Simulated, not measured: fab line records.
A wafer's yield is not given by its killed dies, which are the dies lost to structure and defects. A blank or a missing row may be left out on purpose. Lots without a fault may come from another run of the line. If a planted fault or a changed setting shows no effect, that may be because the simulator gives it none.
Code-filled problem report in 8D (eight disciplines) form / flow gf180mcu / the parts of the form that need people (team, actions taken, sign-off) are left out

== 1. THE ISSUE ==
NSD_OVL at GF_NSD_OVL_MEAS_08 reads a mean of -70.9 nm on 6 wafers of 2 lots; wafers without a fault read -0.5 nm with a standard deviation of 1.2. Measured from the usual mean, that is -59 standard deviations.
The first sign was on wafer L653.2 at day 16 17:21, on overlay-02. The record holds 36 wafers of 12 lots with a number at this step. Rule for "out" (also "out of limits"): further than 4 standard deviations from the usual mean. The other wafers with a number count as sound.

== 2. WHAT IT IS; WHAT IT IS NOT ==
question=which readings at this step | is=NSD_OVL | is not=-
question=which lots | is=L653, L654 | is not=L643, L644, L645, L646, L647, L648, L658, L664, L665, L666
question=which wafers of those lots | is=all that have a number | is not=-
question=read on which gauges | is=overlay-01, overlay-02 | is not=-
question=when | is=from day 16 17:21 | is not=up to then (18 sound wafers); but 12 sound wafers of L658, L664, L665, L666 came after

== 3. WHAT RULES OUT EACH SUSPECT ==
Counting: a tool at a process step up to the reading stays a suspect if it ran every lot that is out and no sound lot after the first of them.
- ruled out: the gauge at GF_NSD_OVL_MEAS_08. The wafers that are out were read on 2 gauges (overlay-01, overlay-02).
- iline-stepper-01 at GF_NSD_EXPOSE_04 (exposes mask Nplus, target cd 400 nm): kept. Every lot that is out went through it, starting with L653 (day 16 06:13), and after that it ran no sound lot; the last sound lot it ran before then is L648 (day 14 07:22).
Remaining after the count: iline-stepper-01 at GF_NSD_EXPOSE_04.

== 4. THE CAUSE (what the simulator had put in) ==
Scanner matching overlay: iline-stepper-01, from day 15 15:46 on, at GF_NSD_EXPOSE_04. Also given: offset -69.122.
This tool alone remained once counting was done.

== 5. THE EFFECT CHAIN, in route order ==
Each row: a reading where the mean over the struck wafers with a number is more than 3 standard deviations away from the usual. Only readings whose record carries a usual standard deviation are examined. hours: median over the lots of the time between each lot's start at the first step of this table that gives one and its start at this step. sigmas: the change, counted in usual standard deviations.
hours=0; step=GF_NSD_OVL_MEAS_08; reading=NSD_OVL; usual=-0.5 nm; on struck wafers=-70.9; change=-70.4; sigmas=-59
At these later measuring or inspecting steps, every struck wafer for which the step has a row has a number for every such reading, and none has moved that far: GF_CONTACT_RS_MEAS_25.

== 6. WHAT WOULD HAVE CAUGHT IT SOONER ==
In this record the first reading out of limits at a measuring or inspecting step was taken at day 16 17:21, 26 hours after the fault began at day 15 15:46.
All the lots that are out (2) had begun GF_NSD_EXPOSE_04 on iline-stepper-01 by day 16 17:21. None of them would have been spared by holding the tool at that moment.
